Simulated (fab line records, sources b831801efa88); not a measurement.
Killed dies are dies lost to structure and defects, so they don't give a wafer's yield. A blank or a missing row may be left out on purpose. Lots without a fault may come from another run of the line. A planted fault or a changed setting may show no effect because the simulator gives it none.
fab line records | flow sky130
record lots=6 wafers=18 last_day=50
route steps=708 shown DNWELL@41 PWDE@45 NWELL@57 PAD_OPEN@708
lots that met no fault: from a run of the same line without faults
start_h: hours from the record's first day to the start of the lot's first wafer shown | wait_h: hours since the lot's step before | " the same as in the row above | L1.1+2: a row that stands for several wafers | - no value, or no start given | * or withheld: withheld | < > ~ a bound
route shown NAME@n: a module of which the file shows steps, and the number in the route of the first | usual: mean/standard deviation of fault-free wafers | same: alike in all rows | chamber/n: place in a boat | sites: the reading at each site | _std_site: their standard deviation | _edge_site: outer sites' mean less inner sites' | radius_mm: how far each site lies from the wafer's centre | mask NAME#n: copy n | behind: the tool/chamber that last shaped the wafer | hold: why the lot was held/for how many hours/how that ended | device: the transistor (n, p or np) that didn't switch | end of line: the same wafers' tests at the end of the route | a step without rows: its recipe alone | killed: dies lost to structure and defects at the first sort, not the wafer's yield | map: a wafer's dies, x killed, . not, _ none there
set.NAME: the setting as run; set.NAME@STEP: as run at that earlier step | model.NAME: the simulator's own value behind a step, which no gauge read
lots at some steps of the route; a table a step, a row a wafer
services: from which hour (start_h, from the record's first day; less than 0 if before it) a tool's chamber was out of use, for how many hours, and why
## steps
# step SKY_DNWELL_DEVELOP_06
# recipe wall_angle_deg=90 developer=TMAH develop_time_s=60 dev_temp_c=23
# step SKY_DNWELL_IMPLANT_07
# recipe species=P energy_kev=withheld dose_cm2=withheld tilt_deg=withheld
# step SKY_DNWELL_STRIP_08
# recipe chemistry=O2/N2 power_w=1400 pressure_mtorr=1500 platen_temp_c=withheld o2_flow_sccm=3000 n2_flow_sccm=300 overash_fraction=0.5
# usual drypump_motor_current_A=5.62/0.29 oes_product_au=0.722/0.0047 strip_time_to_endpoint_s=36.88/0.12
# columns lot.wafer tool chamber start_h wait_h drypump_motor_current_A oes_product_au rf_hours_counter_h strip_time_to_endpoint_s
L688.1 plasma_asher-03 1 51.31 0.1 6.00 0.720 36 36.70
L688.3 " 0 " " 5.15 0.725 - 36.74
L688.6 " 0 " " 5.16 0.716 - 36.85
L693.1 plasma_asher-02 1 84.50 0.1 5.46 0.714 40 36.77
L693.3 " 1 " " 5.48 0.729 - 36.79
L693.5 " 1 " " 5.50 0.720 - 36.78
L696.2 plasma_asher-02 1 94.40 0.1 5.45 0.721 41 36.98
L696.4 " 0 " " 5.56 0.720 - 36.96
L696.6 " 0 " " 5.58 0.720 - 36.91
L701.3 plasma_asher-02 1 123.10 0.1 5.44 0.731 - 36.75
L701.5 " 0 " " 5.58 0.729 - 36.78
L701.6 " 1 " " 5.47 0.720 - 36.76
L708.2 plasma_asher-04 1 157.65 0.1 5.93 0.724 46 36.77
L708.3 " 1 " " 5.90 0.717 - 36.81
L708.5 " 0 " " 5.62 0.728 - 36.75
L710.4 plasma_asher-02 0 170.54 0.1 5.56 0.717 - 36.98
L710.5 " 0 " " 5.56 0.720 - 36.89
L710.6 " 1 " " 5.44 0.722 - 36.84
# step SKY_DNWELL_TW_MEAS_09
# usual DNWELL_TW=1116/9.8
# columns lot.wafer tool chamber start_h wait_h DNWELL_TW
L688.1 film_metro-01 - 51.41 0.1 1129
L688.3 " - " " 1124
L688.6 " - " " 1118
L693.1 film_metro-03 - 84.60 0.1 1133
L693.3 " - " " 1125
L693.5 " - " " 1130
L696.2 film_metro-03 - 94.51 0.1 1126
L696.4 " - " " 1121
L696.6 " - " " 1125
L701.3 film_metro-03 - 123.18 0.1 1119
L701.5 " - " " 1122
L701.6 " - " " 1122
L708.2 film_metro-01 - 157.76 0.1 1104
L708.3 " - " " 1101
L708.5 " - " " 1106
L710.4 film_metro-01 - 170.64 0.1 1102
L710.5 " - " " 1108
L710.6 " - " " 1112
# step SKY_PWDE_DEHYDRATE_00
# recipe temp_c=200 time_s=60
# step SKY_PWDE_HMDS_01
# recipe prime_time_s=60 prime_temp_c=120
# step SKY_PWDE_COAT_02
# recipe spin_rpm=2000 resist_thk_nm=3000
# step SKY_PWDE_SOFTBAKE_03
# recipe temp_c=110 time_s=withheld
# step SKY_PWDE_EXPOSE_04
# recipe mask_id=PWDEM na=0.6 source_shape=conventional sigma_outer=0.6 polarization=unpolarized target_cd_nm=840 dose_mj=214
# step SKY_PWDE_PEB_05
# recipe temp_c=115 time_s=withheld
# step SKY_PWDE_DEVELOP_06
# recipe wall_angle_deg=90 developer=TMAH develop_time_s=60 dev_temp_c=23
# step SKY_PWDE_OVL_MEAS_07
# usual PWDE_OVL=1.3/1.5
# columns lot.wafer tool chamber start_h wait_h PWDE_OVL[nm]
L688.1 overlay-02 - 67.11 - 2.5
L688.3 " - " " 3.0
L688.6 " - " " 2.4
L693.1 overlay-01 - 102.11 - 2.3
L693.3 " - " " 1.3
L693.5 " - " " 0.5
L696.2 overlay-01 - 112.71 - 1.5
L696.4 " - " " 3.2
L696.6 " - " " 4.4
L701.3 overlay-01 - 142.72 - -0.9
L701.5 " - " " -1.1
L701.6 " - " " -2.5
L708.2 overlay-01 - 178.22 - -1.2
L708.3 " - " " 0.0
L708.5 " - " " 0.3
L710.4 overlay-01 - 191.08 - 2.0
L710.5 " - " " 1.0
L710.6 " - " " 0.8
# step SKY_PWDE_IMPLANT_08
# recipe species=B energy_kev=150 dose_cm2=3.6e+12 tilt_deg=withheld
# usual dose_ions_cm2=3.601e+12/3.8e+09 faraday_current_uA=20.3/0.44
# columns lot.wafer tool chamber start_h wait_h dose_ions_cm2 faraday_current_uA
L688.1 implanter-02 0 67.15 0.0 3.603e+12 20.2
L688.3 " 0 " " 3.6e+12 20.4
L688.6 " 0 " " 3.606e+12 20.4
L693.1 implanter-03 0 102.14 0.0 3.599e+12 19.8
L693.3 " 0 " " 3.597e+12 20.3
L693.5 " 0 " " 3.596e+12 20.3
L696.2 implanter-03 0 112.77 0.0 4.783e+12 27.2
L696.4 " 0 " " 4.787e+12 27.1
L696.6 " 0 " " 4.783e+12 27.6
L701.3 implanter-03 0 142.80 0.1 4.786e+12 26.9
L701.5 " 0 " " 4.78e+12 26.9
L701.6 " 0 " " 4.781e+12 27.1
L708.2 implanter-04 0 178.27 0.0 3.602e+12 19.8
L708.3 " 0 " " 3.602e+12 20.3
L708.5 " 0 " " 3.598e+12 20.2
L710.4 implanter-02 0 191.17 0.1 3.593e+12 21.2
L710.5 " 0 " " 3.6e+12 20.3
L710.6 " 0 " " 3.596e+12 19.0
# step SKY_PWDE_STRIP_09
# recipe chemistry=O2/N2 power_w=1400 pressure_mtorr=1500 platen_temp_c=withheld o2_flow_sccm=3000 n2_flow_sccm=300 overash_fraction=0.5
# usual drypump_motor_current_A=5.73/0.3 oes_product_au=0.722/0.0048 strip_time_to_endpoint_s=36.88/0.11
# columns lot.wafer tool chamber start_h wait_h drypump_motor_current_A oes_product_au rf_hours_counter_h strip_time_to_endpoint_s
L688.1 plasma_asher-01 0 67.30 0.1 6.36 0.722 25 37.09
L688.3 " 1 " " 5.55 0.724 - 36.95
L688.6 " 0 " " 6.35 0.720 - 37.06
L693.1 plasma_asher-04 0 102.29 0.1 5.64 0.716 41 37.00
L693.3 " 1 " " 5.91 0.717 - 36.95
L693.5 " 1 " " 5.88 0.731 - 37.01
L696.2 plasma_asher-04 1 112.89 0.1 5.93 0.725 42 36.92
L696.4 " 1 " " 5.91 0.732 - 36.82
L696.6 " 1 " " 5.91 0.725 - 36.84
L701.3 plasma_asher-04 0 142.93 0.1 5.64 0.723 - 37.05
L701.5 " 1 " " 5.94 0.724 - 36.94
L701.6 " 0 " " 5.64 0.722 - 36.95
L708.2 plasma_asher-02 1 178.40 0.1 5.47 0.733 6 36.77
L708.3 " 0 " " 5.54 0.722 - 36.84
L708.5 " 1 " " 5.45 0.724 - 36.87
L710.4 plasma_asher-01 0 191.28 0.1 6.36 0.720 - 36.66
L710.5 " 1 " " 5.55 0.711 - 36.77
L710.6 " 0 " " 6.35 0.725 - 36.77
# step SKY_PWDE_TW_MEAS_10
# usual PWDE_TW=375/3.1
# columns lot.wafer tool chamber start_h wait_h hold PWDE_TW
L688.1 film_metro-03 - 67.40 0.1 - 377
L688.3 " - " " - 378
L688.6 " - " " - 377
L693.1 film_metro-03 - 102.39 0.1 - 377
L693.3 " - " " - 377
L693.5 " - " " - 375
L696.2 film_metro-01 - 113.00 0.1 await_dispo/0.2h/release 411
L696.4 " - " " await_dispo/0.2h/release 408
L696.6 " - " " await_dispo/0.2h/release 410
L696.2 film_metro-01 - 113.23 0.2 - 410
L696.4 " - " " - 408
L696.6 " - " " - 409
L701.3 film_metro-01 - 143.02 0.1 await_dispo/0.2h/release 407
L701.5 " - " " await_dispo/0.2h/release 408
L701.6 " - " " await_dispo/0.2h/release 407
L701.3 film_metro-01 - 143.24 0.2 - 406
L701.5 " - " " - 408
L701.6 " - " " - 408
L708.2 film_metro-02 - 178.51 0.1 - 371
L708.3 " - " " - 370
L708.5 " - " " - 372
L710.4 film_metro-03 - 191.37 0.1 - 378
L710.5 " - " " - 375
L710.6 " - " " - 377
# step SKY_NWELL_HMDS_04
# recipe prime_time_s=60 prime_temp_c=120
# step SKY_NWELL_COAT_05
# recipe spin_rpm=2000 resist_thk_nm=3000
# step SKY_NWELL_SOFTBAKE_06
# recipe temp_c=110 time_s=withheld
# step SKY_NWELL_EXPOSE_07
# recipe mask_id=NWM na=0.6 source_shape=conventional sigma_outer=0.6 polarization=unpolarized target_cd_nm=840 dose_mj=255
# step SKY_NWELL_PEB_08
# recipe temp_c=115 time_s=withheld
# step SKY_NWELL_DEVELOP_09
# recipe wall_angle_deg=90 developer=TMAH develop_time_s=60 dev_temp_c=23
# step SKY_NWELL_OVL_MEAS_10
# usual NWELL_00_OVL=0.1/1.2
# columns lot.wafer tool chamber start_h wait_h NWELL_00_OVL[nm]
L688.1 overlay-01 - 83.43 - 1.0
L688.3 " - " " -0.5
L688.6 " - " " -0.6
L693.1 overlay-01 - 120.35 - 1.1
L693.3 " - " " 2.0
L693.5 " - " " 1.5
L696.2 overlay-01 - 131.42 - -1.4
L696.4 " - " " -0.5
L696.6 " - " " 0.4
L701.3 overlay-02 - 162.72 - 1.9
L701.5 " - " " -0.5
L701.6 " - " " 0.8
L708.2 overlay-01 - 199.29 - 1.0
L708.3 " - " " -0.3
L708.5 " - " " -1.4
L710.4 overlay-02 - 212.85 - -0.8
L710.5 " - " " 0.4
L710.6 " - " " 1.0
# step SKY_NWELL_IMPLANT_11
# recipe species=P energy_kev=400 dose_cm2=1.9e+13 tilt_deg=withheld
# step SKY_NWELL_IMPLANT_12
# recipe species=P energy_kev=120 dose_cm2=1.3e+12 tilt_deg=withheld
# step SKY_NWELL_IMPLANT_13
# recipe species=P energy_kev=50 dose_cm2=7e+11 tilt_deg=withheld
# step SKY_NWELL_STRIP_14
# recipe chemistry=O2/N2 power_w=1400 pressure_mtorr=1500 platen_temp_c=withheld o2_flow_sccm=3000 n2_flow_sccm=300 overash_fraction=0.5
# usual drypump_motor_current_A=5.7/0.42 oes_product_au=0.722/0.0049 strip_time_to_endpoint_s=36.93/0.096
# columns lot.wafer tool chamber start_h wait_h drypump_motor_current_A oes_product_au rf_hours_counter_h strip_time_to_endpoint_s
L688.1 plasma_asher-01 0 83.92 0.1 6.4 0.720 27 37.24
L688.3 " 0 " " 6.4 0.730 - 36.97
L688.6 " 1 " " 5.6 0.720 - 36.94
L693.1 plasma_asher-02 1 120.84 0.1 5.5 0.724 0 36.90
L693.3 " 0 " " 5.6 0.716 - 36.84
L693.5 " 1 " " 5.4 0.722 - 36.85
L696.2 plasma_asher-01 1 131.90 0.1 5.5 0.720 32 36.73
L696.4 " 0 " " 6.3 0.722 - 36.71
L696.6 " 0 " " 6.3 0.724 - 36.76
L701.3 plasma_asher-01 0 163.23 0.1 6.4 0.721 - 36.98
L701.5 " 1 " " 5.6 0.721 - 36.96
L701.6 " 0 " " 6.4 0.728 - 36.97
L708.2 plasma_asher-03 0 199.77 0.1 5.1 0.725 52 36.99
L708.3 " 0 " " 5.1 0.725 - 37.03
L708.5 " 0 " " 5.1 0.722 - 36.97
L710.4 plasma_asher-01 1 213.35 0.1 5.6 0.722 - 36.82
L710.5 " 1 " " 5.6 0.714 - 36.85
L710.6 " 0 " " 6.3 0.732 - 36.93
# step SKY_NWELL_TW_MEAS_15
# usual NWELL_TW=1821/15
# columns lot.wafer tool chamber start_h wait_h NWELL_TW
L688.1 film_metro-02 - 84.02 0.1 1802
L688.3 " - " " 1797
L688.6 " - " " 1811
L693.1 film_metro-03 - 120.94 0.1 1829
L693.3 " - " " 1836
L693.5 " - " " 1832
L696.2 film_metro-02 - 132.01 0.1 1812
L696.4 " - " " 1821
L696.6 " - " " 1816
L701.3 film_metro-01 - 163.32 0.1 1822
L701.5 " - " " 1809
L701.6 " - " " 1817
L708.2 film_metro-03 - 199.88 0.1 1837
L708.3 " - " " 1840
L708.5 " - " " 1837
L710.4 film_metro-01 - 213.45 0.1 1814
L710.5 " - " " 1820
L710.6 " - " " 1816
# step SKY_NWELL_DEHYDRATE_16
# recipe temp_c=200 time_s=60
# step SKY_NWELL_HMDS_17
# recipe prime_time_s=60 prime_temp_c=120
# step SKY_NWELL_COAT_18
# recipe spin_rpm=2000 resist_thk_nm=3000
# step SKY_NWELL_SOFTBAKE_19
# recipe temp_c=110 time_s=withheld
# step SKY_NWELL_EXPOSE_20
# recipe mask_id=NWM_COMPLEMENT na=0.6 source_shape=conventional sigma_outer=0.6 polarization=unpolarized target_cd_nm=840 dose_mj=260
# step SKY_NWELL_PEB_21
# recipe temp_c=115 time_s=withheld
# step SKY_NWELL_DEVELOP_22
# recipe wall_angle_deg=90 developer=TMAH develop_time_s=60 dev_temp_c=23
# step SKY_NWELL_OVL_MEAS_23
# usual NWELL_01_OVL=-0.5/1.4
# columns lot.wafer tool chamber start_h wait_h NWELL_01_OVL[nm]
L688.1 overlay-02 - 101.61 - 0.9
L688.3 " - " " 0.6
L688.6 " - " " 1.0
L693.1 overlay-01 - 140.81 - -2.8
L693.3 " - " " -1.1
L693.5 " - " " -2.1
L696.2 overlay-02 - 151.71 - 0.3
L696.4 " - " " -0.4
L696.6 " - " " -0.5
L701.3 overlay-02 - 183.84 - 2.1
L701.5 " - " " 2.2
L701.6 " - " " 2.5
L708.2 overlay-01 - 220.87 - 0.2
L708.3 " - " " -1.3
L708.5 " - " " -0.2
L710.4 overlay-02 - 234.62 - 0.4
L710.5 " - " " -0.8
L710.6 " - " " 0.2
# step SKY_NWELL_IMPLANT_24
# recipe species=B energy_kev=140 dose_cm2=9.2e+12 tilt_deg=withheld
# step SKY_NWELL_STRIP_25
# recipe chemistry=O2/N2 power_w=1400 pressure_mtorr=1500 platen_temp_c=withheld o2_flow_sccm=3000 n2_flow_sccm=300 overash_fraction=0.5
# usual drypump_motor_current_A=5.7/0.39 oes_product_au=0.722/0.0045 strip_time_to_endpoint_s=36.95/0.11
# columns lot.wafer tool chamber start_h wait_h drypump_motor_current_A oes_product_au rf_hours_counter_h strip_time_to_endpoint_s
L688.1 plasma_asher-02 1 101.80 0.1 5.5 0.726 41 36.99
L688.3 " 0 " " 5.5 0.717 - 36.94
L688.6 " 0 " " 5.6 0.727 - 37.07
L693.1 plasma_asher-02 1 141.00 0.1 5.4 0.711 2 36.82
L693.3 " 0 " " 5.5 0.736 - 36.91
L693.5 " 0 " " 5.5 0.727 - 36.96
L696.2 plasma_asher-01 0 151.89 0.1 6.3 0.716 34 36.77
L696.4 " 0 " " 6.3 0.719 - 36.66
L696.6 " 0 " " 6.4 0.723 - 36.82
L701.3 plasma_asher-03 1 184.05 0.1 6.0 0.724 - 36.88
L701.5 " 1 " " 6.0 0.730 - 36.88
L701.6 " 0 " " 5.1 0.720 - 36.78
L708.2 plasma_asher-01 1 221.05 0.1 5.6 0.721 40 37.00
L708.3 " 0 " " 6.3 0.716 - 37.02
L708.5 " 1 " " 5.5 0.721 - 37.02
L710.4 plasma_asher-03 0 234.82 0.1 5.1 0.725 - 36.88
L710.5 " 1 " " 6.0 0.727 - 36.80
L710.6 " 0 " " 5.1 0.714 - 36.84
# step SKY_NWELL_TW_MEAS_26
# usual NWELL_2_TW=497/4.2
# columns lot.wafer tool chamber start_h wait_h NWELL_2_TW
L688.1 film_metro-03 - 101.90 0.1 497
L688.3 " - " " 498
L688.6 " - " " 499
L693.1 film_metro-03 - 141.10 0.1 497
L693.3 " - " " 498
L693.5 " - " " 498
L696.2 film_metro-01 - 152.00 0.1 492
L696.4 " - " " 492
L696.6 " - " " 493
L701.3 film_metro-02 - 184.14 0.1 493
L701.5 " - " " 493
L701.6 " - " " 491
L708.2 film_metro-01 - 221.16 0.1 492
L708.3 " - " " 494
L708.5 " - " " 493
L710.4 film_metro-02 - 234.92 0.1 493
L710.5 " - " " 494
L710.6 " - " " 495
# step SKY_NWELL_CLEAN_27
# recipe chemistry=SC1/SC2 mix=1:4:20 temp_c=70 time_s=150 dry=n2_spin
# step SKY_NWELL_RTA_28
# recipe temp_c=1050 time_s=30 idle_temp_c=650 ramp_up_c_per_s=150 ramp_down_c_per_s=90 ambient=N2
# usual lamp_power_pct=25.30/0.054 wafer_temp_C_max=1054.9/1
# columns lot.wafer tool chamber start_h wait_h lamp_power_pct wafer_temp_C_max
L688.1 rtp_anneal-02 0 102.01 0.0 25.25 1053.9
L688.3 " 0 " " 25.24 1053.9
L688.6 " 0 " " 25.29 1054.7
L693.1 rtp_anneal-01 0 141.21 0.0 25.31 1055.8
L693.3 " 0 " " 25.27 1055.5
L693.5 " 0 " " 25.30 1056.6
L696.2 rtp_anneal-01 0 152.11 0.0 25.36 1054.4
L696.4 " 0 " " 25.25 1057.0
L696.6 " 0 " " 25.28 1053.8
L701.3 rtp_anneal-02 0 184.26 0.0 25.29 1054.2
L701.5 " 0 " " 25.27 1054.8
L701.6 " 0 " " 25.33 1055.4
L708.2 rtp_anneal-01 0 221.27 0.0 25.27 1053.9
L708.3 " 0 " " 25.33 1055.5
L708.5 " 0 " " 25.37 1054.8
L710.4 rtp_anneal-02 0 235.05 0.1 25.21 1056.1
L710.5 " 0 " " 25.27 1054.1
L710.6 " 0 " " 25.35 1055.0
# step SKY_NWELL_RS_MEAS_29
# recipe thk_meas_gauge=four-point-probe
# usual NWELL_RS=625.2/1.7
# columns lot.wafer tool chamber start_h wait_h NWELL_RS[ohm/sq]
L688.1 film_metro-01 - 102.11 0.1 625.0
L688.3 " - " " 626.6
L688.6 " - " " 625.7
L693.1 film_metro-01 - 141.31 0.1 625.1
L693.3 " - " " 625.1
L693.5 " - " " 623.4
L696.2 film_metro-01 - 152.22 0.1 623.6
L696.4 " - " " 626.4
L696.6 " - " " 624.5
L701.3 film_metro-03 - 184.37 0.1 623.0
L701.5 " - " " 623.9
L701.6 " - " " 623.7
L708.2 film_metro-02 - 221.38 0.1 625.6
L708.3 " - " " 623.5
L708.5 " - " " 624.8
L710.4 film_metro-02 - 235.16 0.1 625.0
L710.5 " - " " 624.7
L710.6 " - " " 627.0
# step SKY_NWELL_RS_MEAS_31
# recipe thk_meas_gauge=four-point-probe
# usual PWDE_RS=5278/14
# columns lot.wafer tool chamber start_h wait_h hold PWDE_RS[ohm/sq]
L688.1 film_metro-01 - 102.35 0.1 - 5277
L688.3 " - " " - 5289
L688.6 " - " " - 5281
L693.1 film_metro-01 - 141.55 0.1 - 5277
L693.3 " - " " - 5279
L693.5 " - " " - 5290
L696.2 film_metro-01 - 152.46 0.1 await_dispo/0.2h/release 4217
L696.4 " - " " await_dispo/0.2h/release 4227
L696.6 " - " " await_dispo/0.2h/release 4221
L696.2 film_metro-01 - 152.74 0.3 - 4215
L696.4 " - " " - 4227
L696.6 " - " " - 4226
L701.3 film_metro-03 - 184.61 0.1 await_dispo/0.2h/release 4234
L701.5 " - " " await_dispo/0.2h/release 4228
L701.6 " - " " await_dispo/0.2h/release 4231
L701.3 film_metro-03 - 184.90 0.3 - 4231
L701.5 " - " " - 4235
L701.6 " - " " - 4239
L708.2 film_metro-02 - 221.62 0.1 - 5279
L708.3 " - " " - 5269
L708.5 " - " " - 5284
L710.4 film_metro-02 - 235.40 0.1 - 5267
L710.5 " - " " - 5281
L710.6 " - " " - 5271
# step SKY_PAD_OPEN_PROBE_99
# usual defect_limited_yield=82.6/2.2 killed_at_M0_to_M3=43/7.9 killed_at_M4_up=2.9/1.8 killed_at_contacts=24/5.5 killed_at_front_end=15/4.2 killed_at_other=0.2/0.46 killed_dies=86/11 killed_open=47/8.1 killed_short=39/6.4 sort_bin_3_pad_short=0.9/0.44 sort_bin_5_function=10.3/1.4 sort_bin_6_memory=6.3/1.3 sort_n_pass=406/11 sort_yield_pct=82.6/2.2
# same gross_dies=492 killed_at_back_side=0 sort_bin_4_leakage[%]=0 sort_bin_8_speed[%]=0
# columns lot.wafer tool chamber start_h wait_h defect_limited_yield[%] killed_at_M0_to_M3 killed_at_M4_up killed_at_contacts killed_at_front_end killed_at_other killed_dies killed_open killed_short sort_bin_3_pad_short[%] sort_bin_5_function[%] sort_bin_6_memory[%] sort_n_pass sort_yield_pct[%]
L693.1 prober-02 - 1118.26 0.1 79.5 54 7 27 13 0 101 48 53 1.6 11.6 7.3 391 79.5
L693.3 prober-02 - 1118.36 0.2 81.7 46 0 25 19 0 90 51 39 0.6 11.4 6.3 402 81.7
L693.5 prober-02 - 1118.46 0.2 81.3 48 4 21 19 0 92 52 40 1.0 11.0 6.7 400 81.3
# killed by level:class
L693.1 VIA1:geometric_particle:open=13 VIA3:geometric_particle:open=10 VIA1:geometric_particle:short=9 CONTACT:geometric_particle:open=7 POLY_GATE:geometric_particle:short=6 LI_CONTACT:geometric_particle:open=6 CONTACT:geometric_particle:short=6 METAL4:geometric_particle:short=6
L693.3 VIA1:geometric_particle:open=14 LI_CONTACT:geometric_particle:open=8 CONTACT:geometric_particle:open=8 POLY_GATE:geometric_particle:short=7 POLY_GATE:geometric_particle:open=7 VIA3:geometric_particle:short=6 METAL1:geometric_particle:short=5 METAL2:geometric_particle:short=5
L693.5 VIA1:geometric_particle:open=13 LI_CONTACT:geometric_particle:open=10 VIA3:geometric_particle:open=7 VIA2:geometric_particle:open=7 FIELD_ISO:geometric_particle:short=5 METAL1:geometric_particle:short=5 VIA1:geometric_particle:short=5 FIELD_ISO:geometric_particle:open=4
## services
# columns tool chamber start_h hours kind
implanter-02 - 28.97 2.3 repair
plasma_asher-02 - 33.22 1.4 repair
plasma_asher-02 - 70.22 2.8 pm
implanter-02 - 72.28 2.3 repair
implanter-03 - 79.38 14.1 pm
implanter-04 - 101.33 3.1 repair
plasma_asher-04 - 104.48 2.5 repair
implanter-03 - 108.62 3.4 pm
plasma_asher-02 - 108.75 9.0 pm
plasma_asher-02 0 108.75 9.0 vent_cycle
plasma_asher-02 1 108.75 9.0 vent_cycle
plasma_asher-02 0 117.75 - clean
plasma_asher-02 1 117.75 - clean
rtp_anneal-02 - 118.14 4.6 pm
implanter-04 - 121.99 4.2 pm
plasma_asher-03 - 124.32 2.8 pm
implanter-03 - 159.20 4.5 repair
implanter-02 - 166.47 3.6 pm
implanter-02 - 187.44 1.8 repair
implanter-04 - 194.54 6.0 pm
implanter-03 - 198.47 3.7 repair
implanter-04 - 224.18 2.9 repair
## key
first_sign step=SKY_PWDE_IMPLANT_08 reading=dose_ions_cm2 direction=up sigmas=99+ usual=* struck=*
effect step=SKY_PWDE_IMPLANT_08 reading=faraday_current_uA direction=up sigmas=16 usual=20.3 struck=27.1
effect step=SKY_PWDE_TW_MEAS_10 reading=visit direction=added
effect step=SKY_PWDE_TW_MEAS_10 reading=PWDE_TW direction=up sigmas=11 usual=375 struck=409
effect step=SKY_NWELL_RS_MEAS_31 reading=PWDE_RS direction=down sigmas=75 usual=5278 struck=4226
met_at SKY_PWDE_IMPLANT_08
struck_wafers L696.2,L696.4,L696.6,L701.3,L701.5,L701.6
scrapped_behind SKY_NWELL_RS_MEAS_31 L696.2,L696.4,L696.6,L701.3,L701.5,L701.6
onset_between 102.14 112.77
fault kind=process_parameter_drift tool=implanter-03 chamber=- onset_h=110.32 steps=SKY_PWDE_IMPLANT_08 channel=dose_cm2 offset=* shape=step end_h=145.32 acts_in=* stated=*
